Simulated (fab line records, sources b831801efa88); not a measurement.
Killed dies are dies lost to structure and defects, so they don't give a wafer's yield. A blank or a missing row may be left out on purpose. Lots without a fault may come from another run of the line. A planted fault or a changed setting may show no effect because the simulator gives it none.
One fault seen from 2 desks | flow sky130 | each desk has only its own numbers; what lay behind them comes last

THE TOOL OWNER'S DESK: implanter-03
The tool's own readings at SKY_RES_XHIGH_IMPLANT_07: means of the sampled wafers that have a number, for each lot that ran on this tool. A lot is out of limits, marked OUT, if its mean lies more than 4 standard deviations from the usual mean; the brackets give that distance.
Columns: A = beam_on_s at SKY_RES_XHIGH_IMPLANT_07, usual 43 s; B = dose_ions_cm2 at SKY_RES_XHIGH_IMPLANT_07, usual 3.6e+14
lot  | first seen here | A             | B
L994 | day 26 04:09    | 35            | 3.6e+14
L997 | day 27 22:04    | 35            | 3.6e+14
L998 | day 28 07:30    | 34            | 3.6e+14
L101 | day 29 10:08    | 35            | 3.6e+14
L102 | day 29 13:09    | 34            | 3.6e+14
L113 | day 34 07:40    | 10 (-4.9) OUT | 8.6e+13 (-99 or more) OUT
L115 | day 34 09:56    | 10 (-4.9) OUT | 8.6e+13 (-99 or more) OUT
This desk's finding: out of limits on L113, L115; first on L113, day 34 07:40 (beam_on_s at SKY_RES_XHIGH_IMPLANT_07). In limits: L994, L997, L998, L101, L102.

THE METROLOGY DESK
What the gauges read, lot by lot, whatever tool the lot ran on: means of the sampled wafers that have a number. A lot is out of limits, marked OUT, if its mean lies more than 4 standard deviations from the usual mean; the brackets give that distance.
Columns: A = LDD_N_OVL at SKY_LDD_N_OVL_MEAS_07, usual 0.4 nm; B = cd_nm at SKY_LDD_P_CD_MEAS_07, usual 380.1 nm; C = RES_XHIGH_TW at SKY_RES_XHIGH_TW_MEAS_09, usual 1656; D = RES_XHIGH_RS at SKY_SD_N_RS_MEAS_18, usual 332.8 ohm/sq
lot  | first seen here | A    | B     | C              | D
L994 | day 17 03:23    | 0.3  | 382.3 | 1665           | 332.5
L995 | day 17 10:32    | 0.2  | 375.8 | 1665           | 332.1
L997 | day 19 00:32    | -0.2 | 377.7 | 1632           | 330.9
L998 | day 19 08:47    | 2.1  | 381.7 | 1666           | 333.8
L101 | day 20 14:33    | 0.6  | 381.7 | 1683           | 332.7
L102 | day 20 17:08    | -0.3 | 381.8 | 1663           | 334.6
L104 | day 21 17:05    | -0.6 | 380.1 | 1670           | 332.0
L105 | day 21 22:11    | -2.0 | 375.9 | 1672           | 333.3
L113 | day 25 02:01    | -0.1 | 381.7 | 1066 (-37) OUT | 1032.0 (+99 or more) OUT
L115 | day 25 09:56    | 0.1  | 382.4 | 1063 (-37) OUT | 1039.9 (+99 or more) OUT
L116 | day 25 22:30    | 2.0  | 378.6 | 1636           | 334.3
L117 | day 26 12:34    | 1.1  | 381.3 | 1637           | 330.9
This desk's finding: out of limits on L113, L115; first on L113, day 34 07:52 (RES_XHIGH_TW at SKY_RES_XHIGH_TW_MEAS_09). In limits: L994, L995, L997, L998, L101, L102, L104, L105, L116, L117.

PUT TOGETHER
The tool owner's desk could have raised an alarm at day 34 07:40, on L113, L115.
The metrology desk could have raised an alarm at day 34 07:52, on L113, L115.
Of the lots named, all ran SKY_RES_XHIGH_IMPLANT_07 on implanter-03.

WHAT THE SIMULATOR HAD PUT IN
Process parameter drift: implanter-03, from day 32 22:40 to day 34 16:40, at SKY_RES_XHIGH_IMPLANT_07. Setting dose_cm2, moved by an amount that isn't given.
Lots struck among those shown: L113, L115.
Hours from the fault's start to each desk's first reading out of limits: the tool owner's desk, 33; the metrology desk, 33.
